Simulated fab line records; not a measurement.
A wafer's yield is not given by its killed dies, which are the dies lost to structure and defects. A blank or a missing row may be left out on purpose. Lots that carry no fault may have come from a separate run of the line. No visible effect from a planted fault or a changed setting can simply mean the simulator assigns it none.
Which tool is to blame? / flow sky130 / 24 lots, 72 wafers sampled, at 6 steps of a route of 708

## WHAT THE GAUGES SHOWED, per wafer
SKY_LDD_LDN_OVL_MEAS_07. Usual: LDD_LDN_OVL gives -0.1 nm (standard deviation 1.5).
lot=L074; measured=day 22 13:55; on=overlay-02; LDD_LDN_OVL (nm)=-1.2 -1.9 -1.0; flag=
lot=L075; measured=day 22 21:35; on=overlay-02; LDD_LDN_OVL (nm)=0.4 -0.4 -1.5; flag=
lot=L076; measured=day 23 10:19; on=overlay-01; LDD_LDN_OVL (nm)=1.5 0.3 1.0; flag=
lot=L077; measured=day 23 19:07; on=overlay-01; LDD_LDN_OVL (nm)=-2.3 -1.6 -1.8; flag=
lot=L078; measured=day 24 16:23; on=overlay-01; LDD_LDN_OVL (nm)=0.9 -0.2 0.8; flag=
lot=L079; measured=day 25 06:16; on=overlay-02; LDD_LDN_OVL (nm)=0.3 -1.1 -0.7; flag=
lot=L080; measured=day 25 07:17; on=overlay-01; LDD_LDN_OVL (nm)=1.2 1.5 2.6; flag=
lot=L082; measured=day 25 19:11; on=overlay-01; LDD_LDN_OVL (nm)=3.1 0.3 3.8; flag=
lot=L081; measured=day 25 22:37; on=overlay-02; LDD_LDN_OVL (nm)=-2.3 -1.0 -0.5; flag=
lot=L084; measured=day 26 06:58; on=overlay-02; LDD_LDN_OVL (nm)=0.3 -0.7 -1.1; flag=
lot=L083; measured=day 26 07:32; on=overlay-02; LDD_LDN_OVL (nm)=-0.5 -0.9 -1.7; flag=
lot=L085; measured=day 26 17:40; on=overlay-01; LDD_LDN_OVL (nm)=1.3 -0.4 1.9; flag=
lot=L086; measured=day 27 02:41; on=overlay-01; LDD_LDN_OVL (nm)=0.2 0.2 -0.3; flag=
lot=L088; measured=day 28 06:28; on=overlay-02; LDD_LDN_OVL (nm)=-3.7 -1.5 -2.1; flag=
lot=L087; measured=day 28 07:49; on=overlay-01; LDD_LDN_OVL (nm)=0.5 1.6 0.6; flag=
lot=L089; measured=day 28 17:19; on=overlay-01; LDD_LDN_OVL (nm)=-1.0 -0.9 -0.6; flag=
lot=L090; measured=day 28 23:20; on=overlay-01; LDD_LDN_OVL (nm)=2.9 1.7 1.4; flag=
lot=L091; measured=day 29 00:07; on=overlay-02; LDD_LDN_OVL (nm)=-0.6 -1.1 0.3; flag=
lot=L092; measured=day 29 07:41; on=overlay-02; LDD_LDN_OVL (nm)=-1.2 -0.4 0.1; flag=
lot=L093; measured=day 29 09:43; on=overlay-01; LDD_LDN_OVL (nm)=2.9 2.0 1.3; flag=
lot=L094; measured=day 29 20:02; on=overlay-01; LDD_LDN_OVL (nm)=0.6 0.9 0.5; flag=
lot=L095; measured=day 30 02:26; on=overlay-02; LDD_LDN_OVL (nm)=-2.0 -1.5 -0.4; flag=
lot=L096; measured=day 30 21:58; on=overlay-02; LDD_LDN_OVL (nm)=-0.5 -1.6 -1.4; flag=
lot=L097; measured=day 30 22:37; on=overlay-02; LDD_LDN_OVL (nm)=-0.3 0.1 -0.5; flag=

SKY_POLY_CUT_OVL_MEAS_09. Usual: POLY_CUT_OVL gives 5 nm (standard deviation 5.7).
lot=L074; measured=day 23 23:29; on=overlay-01; POLY_CUT_OVL (nm)=11 7 4; flag=
lot=L075; measured=day 24 05:57; on=overlay-02; POLY_CUT_OVL (nm)=9 1 7; flag=
lot=L076; measured=day 24 21:11; on=overlay-01; POLY_CUT_OVL (nm)=2 14 1; flag=
lot=L077; measured=day 25 03:26; on=overlay-01; POLY_CUT_OVL (nm)=7 5 2; flag=
lot=L078; measured=day 26 01:38; on=overlay-01; POLY_CUT_OVL (nm)=-2 -5 -3; flag=
lot=L079; measured=day 26 13:38; on=overlay-02; POLY_CUT_OVL (nm)=7 -1 -2; flag=
lot=L080; measured=day 26 16:38; on=overlay-02; POLY_CUT_OVL (nm)=2 5 0; flag=
lot=L082; measured=day 27 02:35; on=overlay-02; POLY_CUT_OVL (nm)=1 3 6; flag=
lot=L081; measured=day 27 06:05; on=overlay-01; POLY_CUT_OVL (nm)=-2 8 6; flag=
lot=L084; measured=day 27 15:26; on=overlay-02; POLY_CUT_OVL (nm)=6 15 10; flag=
lot=L083; measured=day 27 15:38; on=overlay-01; POLY_CUT_OVL (nm)=-2 2 13; flag=
lot=L085; measured=day 28 02:21; on=overlay-02; POLY_CUT_OVL (nm)=11 10 3; flag=
lot=L086; measured=day 28 09:08; on=overlay-02; POLY_CUT_OVL (nm)=11 0 11; flag=
lot=L088; measured=day 29 13:11; on=overlay-02; POLY_CUT_OVL (nm)=-3 9 2; flag=
lot=L087; measured=day 29 14:17; on=overlay-02; POLY_CUT_OVL (nm)=3 4 6; flag=
lot=L089; measured=day 30 00:11; on=overlay-01; POLY_CUT_OVL (nm)=10 11 12; flag=
lot=L090; measured=day 30 05:44; on=overlay-02; POLY_CUT_OVL (nm)=4 4 -3; flag=
lot=L091; measured=day 30 06:14; on=overlay-01; POLY_CUT_OVL (nm)=5 9 4; flag=
lot=L092; measured=day 30 13:56; on=overlay-02; POLY_CUT_OVL (nm)=1 10 3; flag=
lot=L093; measured=day 30 15:47; on=overlay-02; POLY_CUT_OVL (nm)=-3 -11 1; flag=
lot=L094; measured=day 31 02:44; on=overlay-01; POLY_CUT_OVL (nm)=13 -2 10; flag=
lot=L095; measured=day 31 09:54; on=overlay-01; POLY_CUT_OVL (nm)=3 5 0; flag=
lot=L096; measured=day 32 03:44; on=overlay-01; POLY_CUT_OVL (nm)=5 8 8; flag=
lot=L097; measured=day 32 05:14; on=overlay-01; POLY_CUT_OVL (nm)=1 10 13; flag=

SKY_VIA2_THK_MEAS_01. Usual: VIA2_HDPCVD_THK gives 1185 nm (standard deviation 14).
lot=L074; measured=day 34 22:46; on=film metro-03; VIA2_HDPCVD_THK (nm)=1200 1193 1163; flag=
lot=L075; measured=day 35 03:05; on=film metro-03; VIA2_HDPCVD_THK (nm)=1173 1176 1186; flag=
lot=L076; measured=day 35 16:35; on=film metro-02; VIA2_HDPCVD_THK (nm)=1167 1165 1170; flag=
lot=L077; measured=day 35 23:17; on=film metro-04; VIA2_HDPCVD_THK (nm)=1198 1184 1194; flag=
lot=L078; measured=day 36 17:32; on=film metro-03; VIA2_HDPCVD_THK (nm)=1166 1175 1194; flag=
lot=L079; measured=day 37 07:22; on=film metro-02; VIA2_HDPCVD_THK (nm)=1190 1202 1203; flag=
lot=L080; measured=day 37 08:38; on=film metro-02; VIA2_HDPCVD_THK (nm)=1188 1182 1162; flag=
lot=L082; measured=day 37 18:17; on=film metro-03; VIA2_HDPCVD_THK (nm)=1181 1185 1196; flag=
lot=L081; measured=day 37 19:35; on=film metro-03; VIA2_HDPCVD_THK (nm)=1175 1158 1195; flag=
lot=L084; measured=day 38 03:47; on=film metro-02; VIA2_HDPCVD_THK (nm)=1173 1196 1175; flag=
lot=L083; measured=day 38 05:08; on=film metro-04; VIA2_HDPCVD_THK (nm)=1194 1205 1177; flag=
lot=L085; measured=day 38 12:18; on=film metro-03; VIA2_HDPCVD_THK (nm)=1182 1215 1178; flag=
lot=L086; measured=day 38 21:07; on=film metro-03; VIA2_HDPCVD_THK (nm)=1172 1185 1171; flag=
lot=L088; measured=day 39 21:44; on=film metro-02; VIA2_HDPCVD_THK (nm)=1188 1200 1190; flag=
lot=L087; measured=day 39 21:58; on=film metro-03; VIA2_HDPCVD_THK (nm)=1197 1209 1191; flag=
lot=L089; measured=day 40 06:28; on=film metro-02; VIA2_HDPCVD_THK (nm)=1185 1186 1186; flag=
lot=L090; measured=day 40 11:08; on=film metro-04; VIA2_HDPCVD_THK (nm)=1207 1180 1178; flag=
lot=L091; measured=day 40 12:01; on=film metro-03; VIA2_HDPCVD_THK (nm)=1177 1172 1199; flag=
lot=L092; measured=day 40 20:25; on=film metro-02; VIA2_HDPCVD_THK (nm)=1170 1207 1173; flag=
lot=L093; measured=day 40 22:14; on=film metro-03; VIA2_HDPCVD_THK (nm)=1211 1188 1212; flag=
lot=L094; measured=day 41 07:23; on=film metro-04; VIA2_HDPCVD_THK (nm)=1204 1178 1189; flag=
lot=L095; measured=day 41 10:59; on=film metro-02; VIA2_HDPCVD_THK (nm)=1187 1182 1184; flag=
lot=L096; measured=day 42 04:55; on=film metro-03; VIA2_HDPCVD_THK (nm)=1202 1174 1184; flag=
lot=L097; measured=day 42 07:32; on=film metro-03; VIA2_HDPCVD_THK (nm)=1176 1179 1182; flag=

SKY_CAP2M_THK_MEAS_01. Usual: CAP2M_CVD_00_THK gives 15.41 nm (standard deviation 0.22).
lot=L074; measured=day 39 12:19; on=film metro-04; CAP2M_CVD_00_THK (nm)=15.60 15.68 15.54; flag=
lot=L075; measured=day 39 16:17; on=film metro-01; CAP2M_CVD_00_THK (nm)=15.52 15.71 15.62; flag=
lot=L076; measured=day 40 04:06; on=film metro-01; CAP2M_CVD_00_THK (nm)=14.97 15.41 15.27; flag=
lot=L077; measured=day 40 12:52; on=film metro-03; CAP2M_CVD_00_THK (nm)=14.96 15.33 15.30; flag=
lot=L078; measured=day 41 04:17; on=film metro-01; CAP2M_CVD_00_THK (nm)=15.33 15.75 15.35; flag=
lot=L079; measured=day 41 19:09; on=film metro-01; CAP2M_CVD_00_THK (nm)=15.47 15.59 15.70; flag=
lot=L080; measured=day 41 19:28; on=film metro-01; CAP2M_CVD_00_THK (nm)=15.45 15.44 16.02; flag=
lot=L082; measured=day 42 03:44; on=film metro-03; CAP2M_CVD_00_THK (nm)=15.01 15.43 15.29; flag=
lot=L081; measured=day 42 04:38; on=film metro-03; CAP2M_CVD_00_THK (nm)=15.31 15.47 15.16; flag=
lot=L084; measured=day 42 11:26; on=film metro-04; CAP2M_CVD_00_THK (nm)=15.62 15.56 15.57; flag=
lot=L083; measured=day 42 12:40; on=film metro-04; CAP2M_CVD_00_THK (nm)=15.04 15.35 15.37; flag=
lot=L085; measured=day 42 19:47; on=film metro-04; CAP2M_CVD_00_THK (nm)=15.27 15.31 15.53; flag=
lot=L086; measured=day 43 04:10; on=film metro-01; CAP2M_CVD_00_THK (nm)=15.21 15.17 15.29; flag=
lot=L088; measured=day 44 02:50; on=film metro-03; CAP2M_CVD_00_THK (nm)=15.44 15.58 15.55; flag=
lot=L087; measured=day 44 02:12; on=film metro-04; CAP2M_CVD_00_THK (nm)=15.11 15.86 15.53; flag=
lot=L089; measured=day 44 10:34; on=film metro-04; CAP2M_CVD_00_THK (nm)=15.35 15.56 15.68; flag=
lot=L090; measured=day 44 14:25; on=film metro-04; CAP2M_CVD_00_THK (nm)=15.48 15.48 15.31; flag=
lot=L091; measured=day 44 14:58; on=film metro-03; CAP2M_CVD_00_THK (nm)=15.51 15.47 15.66; flag=
lot=L092; measured=day 44 22:43; on=film metro-04; CAP2M_CVD_00_THK (nm)=15.63 15.43 15.53; flag=
lot=L093; measured=day 45 01:07; on=film metro-01; CAP2M_CVD_00_THK (nm)=15.17 15.21 15.34; flag=
lot=L094; measured=day 45 09:25; on=film metro-01; CAP2M_CVD_00_THK (nm)=15.47 15.54 15.34; flag=
lot=L095; measured=day 45 10:41; on=film metro-03; CAP2M_CVD_00_THK (nm)=15.22 15.30 15.50; flag=
lot=L096; measured=day 46 02:57; on=film metro-04; CAP2M_CVD_00_THK (nm)=14.84 15.37 15.09; flag=
lot=L097; measured=day 46 07:34; on=film metro-01; CAP2M_CVD_00_THK (nm)=15.29 15.32 15.75; flag=

## EACH LOT AND THE TOOL THAT RAN IT (in order: tool; ch and the chambers of the sampled wafers; start)
lot=L074; SKY_POLY_GATE_ETCH_15=rie diel-03 ch 0,3, day 16 03:43; SKY_METAL1_SPUTTER_04=pvd sputter-01, day 31 09:54
lot=L075; SKY_POLY_GATE_ETCH_15=rie diel-04 ch 0,3, day 16 12:28; SKY_METAL1_SPUTTER_04=pvd sputter-01, day 31 15:08
lot=L076; SKY_POLY_GATE_ETCH_15=rie diel-03 ch 0,1,2, day 16 23:34; SKY_METAL1_SPUTTER_04=pvd sputter-04, day 32 05:05
lot=L077; SKY_POLY_GATE_ETCH_15=rie diel-04 ch 0,2, day 17 08:31; SKY_METAL1_SPUTTER_04=pvd sputter-04, day 32 11:32
lot=L078; SKY_POLY_GATE_ETCH_15=rie diel-03 ch 0,3, day 18 04:40; SKY_METAL1_SPUTTER_04=pvd sputter-01, day 33 06:08
lot=L079; SKY_POLY_GATE_ETCH_15=rie diel-02 ch 1,2,3, day 18 19:01; SKY_METAL1_SPUTTER_04=pvd sputter-02, day 33 18:41
lot=L080; SKY_POLY_GATE_ETCH_15=rie diel-03 ch 1,2, day 18 19:04; SKY_METAL1_SPUTTER_04=pvd sputter-02, day 33 21:08
lot=L082; SKY_POLY_GATE_ETCH_15=rie diel-03 ch 0,3, day 19 06:34; SKY_METAL1_SPUTTER_04=pvd sputter-04, day 34 07:17
lot=L081; SKY_POLY_GATE_ETCH_15=rie diel-02 ch 1,2,3, day 19 09:52; SKY_METAL1_SPUTTER_04=pvd sputter-04, day 34 08:17
lot=L084; SKY_POLY_GATE_ETCH_15=rie diel-03 ch 1,2, day 19 20:58; SKY_METAL1_SPUTTER_04=pvd sputter-02, day 34 17:53
lot=L083; SKY_POLY_GATE_ETCH_15=rie diel-02 ch 1,3, day 19 21:22; SKY_METAL1_SPUTTER_04=pvd sputter-04, day 34 19:50
lot=L085; SKY_POLY_GATE_ETCH_15=rie diel-03 ch 0,1,3, day 20 07:52; SKY_METAL1_SPUTTER_04=pvd sputter-02, day 35 03:02
lot=L086; SKY_POLY_GATE_ETCH_15=rie diel-03 ch 0,1, day 20 16:43; SKY_METAL1_SPUTTER_04=pvd sputter-02, day 35 11:22
lot=L088; SKY_POLY_GATE_ETCH_15=rie diel-02 ch 1,2,3, day 22 00:10; SKY_METAL1_SPUTTER_04=pvd sputter-02, day 36 13:53
lot=L087; SKY_POLY_GATE_ETCH_15=rie diel-03 ch 0,1,3, day 22 00:55; SKY_METAL1_SPUTTER_04=pvd sputter-04, day 36 14:06
lot=L089; SKY_POLY_GATE_ETCH_15=rie diel-02 ch 0,3, day 22 11:52; SKY_METAL1_SPUTTER_04=pvd sputter-01, day 36 21:50
lot=L090; SKY_POLY_GATE_ETCH_15=rie diel-03 ch 0,1,3, day 22 17:52; SKY_METAL1_SPUTTER_04=pvd sputter-04, day 37 03:08
lot=L091; SKY_POLY_GATE_ETCH_15=rie diel-04 ch 0,3, day 22 19:10; SKY_METAL1_SPUTTER_04=pvd sputter-02, day 37 03:53
lot=L092; SKY_POLY_GATE_ETCH_15=rie diel-04 ch 0,2, day 23 03:07; SKY_METAL1_SPUTTER_04=pvd sputter-02, day 37 11:38
lot=L093; SKY_POLY_GATE_ETCH_15=rie diel-02 ch 0,1,2, day 23 04:37; SKY_METAL1_SPUTTER_04=pvd sputter-04, day 37 13:11
lot=L094; SKY_POLY_GATE_ETCH_15=rie diel-03 ch 0,3, day 23 17:10; SKY_METAL1_SPUTTER_04=pvd sputter-01, day 37 23:32
lot=L095; SKY_POLY_GATE_ETCH_15=rie diel-02 ch 1,2,3, day 23 22:16; SKY_METAL1_SPUTTER_04=pvd sputter-04, day 38 04:53
lot=L096; SKY_POLY_GATE_ETCH_15=rie diel-03 ch 2,3, day 24 19:04; SKY_METAL1_SPUTTER_04=pvd sputter-04, day 38 22:21
lot=L097; SKY_POLY_GATE_ETCH_15=rie diel-02 ch 0,2,3, day 24 19:55; SKY_METAL1_SPUTTER_04=pvd sputter-04, day 39 01:08
- SKY_POLY_GATE_ETCH_15: etches BARC in N2/H2, stops on SiO2, time 118.5 s, target depth 110 nm.
- SKY_METAL1_SPUTTER_04: material TiN, target thk 70 nm, time 58.3 s.

## WHAT THE TOOLS THEMSELVES READ (means of the sampled wafers that have a number; where no wafer has one, the mark that the record gives instead)
SKY_POLY_GATE_ETCH_15. Usual: bias w 100.0 W, standard deviation 0.31; drypump motor current A 5.9 A, standard deviation 0.42; n2 flow sccm 99.99 sccm, standard deviation 0.28; oes product au 0.716 a.u., standard deviation 0.0048; throttle valve pct 13.214 %, standard deviation 0.0095.
lot=L074; tool=rie diel-03; bias w (W)=99.8; drypump motor current A (A)=5.6; n2 flow sccm (sccm)=100.27; oes product au (a.u.)=0.714; throttle valve pct (%)=13.207; flag=
lot=L075; tool=rie diel-04; bias w (W)=99.5; drypump motor current A (A)=5.7; n2 flow sccm (sccm)=99.85; oes product au (a.u.)=0.712; throttle valve pct (%)=13.211; flag=
lot=L076; tool=rie diel-03; bias w (W)=100.0; drypump motor current A (A)=5.7; n2 flow sccm (sccm)=100.03; oes product au (a.u.)=0.712; throttle valve pct (%)=13.223; flag=
lot=L077; tool=rie diel-04; bias w (W)=99.9; drypump motor current A (A)=6.0; n2 flow sccm (sccm)=100.04; oes product au (a.u.)=0.718; throttle valve pct (%)=13.210; flag=
lot=L078; tool=rie diel-03; bias w (W)=99.9; drypump motor current A (A)=5.9; n2 flow sccm (sccm)=100.09; oes product au (a.u.)=0.719; throttle valve pct (%)=13.215; flag=
lot=L079; tool=rie diel-02; bias w (W)=100.1; drypump motor current A (A)=5.8; n2 flow sccm (sccm)=100.08; oes product au (a.u.)=0.715; throttle valve pct (%)=13.220; flag=
lot=L080; tool=rie diel-03; bias w (W)=100.1; drypump motor current A (A)=5.9; n2 flow sccm (sccm)=100.25; oes product au (a.u.)=0.717; throttle valve pct (%)=13.226; flag=
lot=L082; tool=rie diel-03; bias w (W)=100.0; drypump motor current A (A)=5.6; n2 flow sccm (sccm)=100.28; oes product au (a.u.)=0.715; throttle valve pct (%)=13.216; flag=
lot=L081; tool=rie diel-02; bias w (W)=100.1; drypump motor current A (A)=5.8; n2 flow sccm (sccm)=99.93; oes product au (a.u.)=0.718; throttle valve pct (%)=13.214; flag=
lot=L084; tool=rie diel-03; bias w (W)=100.1; drypump motor current A (A)=5.9; n2 flow sccm (sccm)=99.98; oes product au (a.u.)=0.717; throttle valve pct (%)=13.213; flag=
lot=L083; tool=rie diel-02; bias w (W)=99.9; drypump motor current A (A)=5.4; n2 flow sccm (sccm)=99.91; oes product au (a.u.)=0.706; throttle valve pct (%)=13.224; flag=
lot=L085; tool=rie diel-03; bias w (W)=99.9; drypump motor current A (A)=5.8; n2 flow sccm (sccm)=100.16; oes product au (a.u.)=0.718; throttle valve pct (%)=13.217; flag=
lot=L086; tool=rie diel-03; bias w (W)=100.0; drypump motor current A (A)=5.5; n2 flow sccm (sccm)=99.88; oes product au (a.u.)=0.717; throttle valve pct (%)=13.218; flag=
lot=L088; tool=rie diel-02; bias w (W)=99.7; drypump motor current A (A)=5.8; n2 flow sccm (sccm)=100.09; oes product au (a.u.)=0.716; throttle valve pct (%)=13.215; flag=
lot=L087; tool=rie diel-03; bias w (W)=100.4; drypump motor current A (A)=5.8; n2 flow sccm (sccm)=99.82; oes product au (a.u.)=0.718; throttle valve pct (%)=13.211; flag=
lot=L089; tool=rie diel-02; bias w (W)=100.0; drypump motor current A (A)=5.9; n2 flow sccm (sccm)=100.15; oes product au (a.u.)=0.716; throttle valve pct (%)=13.221; flag=
lot=L090; tool=rie diel-03; bias w (W)=100.3; drypump motor current A (A)=5.8; n2 flow sccm (sccm)=99.98; oes product au (a.u.)=0.719; throttle valve pct (%)=13.214; flag=
lot=L091; tool=rie diel-04; bias w (W)=99.8; drypump motor current A (A)=5.7; n2 flow sccm (sccm)=100.04; oes product au (a.u.)=0.716; throttle valve pct (%)=13.206; flag=
lot=L092; tool=rie diel-04; bias w (W)=99.9; drypump motor current A (A)=6.4; n2 flow sccm (sccm)=99.96; oes product au (a.u.)=0.719; throttle valve pct (%)=13.214; flag=
lot=L093; tool=rie diel-02; bias w (W)=99.8; drypump motor current A (A)=5.9; n2 flow sccm (sccm)=100.16; oes product au (a.u.)=0.718; throttle valve pct (%)=13.206; flag=
lot=L094; tool=rie diel-03; bias w (W)=99.7; drypump motor current A (A)=5.6; n2 flow sccm (sccm)=100.42; oes product au (a.u.)=0.714; throttle valve pct (%)=13.219; flag=
lot=L095; tool=rie diel-02; bias w (W)=100.2; drypump motor current A (A)=5.8; n2 flow sccm (sccm)=100.09; oes product au (a.u.)=0.714; throttle valve pct (%)=13.221; flag=
lot=L096; tool=rie diel-03; bias w (W)=99.9; drypump motor current A (A)=6.0; n2 flow sccm (sccm)=99.84; oes product au (a.u.)=0.718; throttle valve pct (%)=13.200; flag=
lot=L097; tool=rie diel-02; bias w (W)=100.1; drypump motor current A (A)=6.1; n2 flow sccm (sccm)=100.00; oes product au (a.u.)=0.722; throttle valve pct (%)=13.224; flag=

SKY_METAL1_SPUTTER_04. Usual: throttle valve pct at 29.9 %, with a standard deviation of 0.65.
lot=L074; tool=pvd sputter-01; throttle valve pct (%)=29.1; flag=
lot=L075; tool=pvd sputter-01; throttle valve pct (%)=29.5; flag=
lot=L076; tool=pvd sputter-04; throttle valve pct (%)=30.0; flag=
lot=L077; tool=pvd sputter-04; throttle valve pct (%)=29.7; flag=
lot=L078; tool=pvd sputter-01; throttle valve pct (%)=28.9; flag=
lot=L079; tool=pvd sputter-02; throttle valve pct (%)=30.1; flag=
lot=L080; tool=pvd sputter-02; throttle valve pct (%)=30.6; flag=
lot=L082; tool=pvd sputter-04; throttle valve pct (%)=30.1; flag=
lot=L081; tool=pvd sputter-04; throttle valve pct (%)=30.1; flag=
lot=L084; tool=pvd sputter-02; throttle valve pct (%)=30.5; flag=
lot=L083; tool=pvd sputter-04; throttle valve pct (%)=29.7; flag=
lot=L085; tool=pvd sputter-02; throttle valve pct (%)=30.5; flag=
lot=L086; tool=pvd sputter-02; throttle valve pct (%)=30.4; flag=
lot=L088; tool=pvd sputter-02; throttle valve pct (%)=30.1; flag=
lot=L087; tool=pvd sputter-04; throttle valve pct (%)=29.9; flag=
lot=L089; tool=pvd sputter-01; throttle valve pct (%)=28.9; flag=
lot=L090; tool=pvd sputter-04; throttle valve pct (%)=29.9; flag=
lot=L091; tool=pvd sputter-02; throttle valve pct (%)=30.6; flag=
lot=L092; tool=pvd sputter-02; throttle valve pct (%)=29.8; flag=
lot=L093; tool=pvd sputter-04; throttle valve pct (%)=29.9; flag=
lot=L094; tool=pvd sputter-01; throttle valve pct (%)=29.7; flag=
lot=L095; tool=pvd sputter-04; throttle valve pct (%)=30.2; flag=
lot=L096; tool=pvd sputter-04; throttle valve pct (%)=30.2; flag=
lot=L097; tool=pvd sputter-04; throttle valve pct (%)=30.0; flag=

## THE ANSWER, worked out from the rows above alone
Rule: a lot is off if the mean of its wafers that have a number lies more than 3 standard deviations from the usual mean. A lot without any number at a reading at which 4 lots or more have one is off too. Any other lot the step has rows for is counted as sound. The gauges are gone through in route order, then the tools' own readings, and for those a lot's mean is taken as printed above. At the first step where some lot is off, the reading lying furthest off is the one used; lots without a number count as furthest.
Across all readings shown, no lot is off: no conclusion can be drawn from this.

## WHAT THE SIMULATOR HAD INSERTED
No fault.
